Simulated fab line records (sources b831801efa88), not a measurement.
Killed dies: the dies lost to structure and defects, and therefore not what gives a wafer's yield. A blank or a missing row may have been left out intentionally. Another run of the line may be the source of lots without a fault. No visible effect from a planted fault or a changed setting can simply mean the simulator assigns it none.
Chamber matching -- flow sky130 -- pecvd-02 running SKY_PASSIVATION_CVD_02: 3 sister chambers
The step deposits Si3N4, target thk 540 nm. 6 wafers are shown with their chamber, then 7 later ones without.

EACH WAFER AND ITS CHAMBER
wafer,chamber,heater-power-w (W)
L928.3,2,783
L928.6,0,662
L940.1,0,529
L940.4,2,745
L941.2,1,740
L941.5,1,766

WAFERS WHOSE CHAMBER IS MISSING
wafer,heater-power-w (W)
L941.6,516
L942.1,661
L942.3,851
L942.5,708
L946.1,781
L946.4,606
L946.6,636

WHICH CHAMBER EACH ONE RAN IN
wafer,from the rows above,in truth
L941.6,0,0
L942.1,can't be placed: 0 or 1 or 2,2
L942.3,can't be placed: 2 or 1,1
L942.5,can't be placed: 1 or 2 or 0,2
L946.1,can't be placed: 2 or 1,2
L946.4,0,0
L946.6,can't be placed: 0 or 1 or 2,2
Placed correctly: 2 of 7. These rows do not allow placing 5 (true chamber among the candidates in 5). 0 placed wrongly.
How it was worked out, from the rows above alone: a wafer's distance from a chamber is the root of the sum, over the readings, of the square of ((its reading less the chamber's mean) divided by the reading's scatter). If the next closest chamber is less than 2 further off than the closest, the wafer can't be placed; otherwise it belongs to the closest. Each chamber's mean is taken over the wafers shown for it. The scatter: take each reading less its chamber's mean, square it, sum over the shown wafers, divide by the number of wafers less the number of chambers, and take the root.
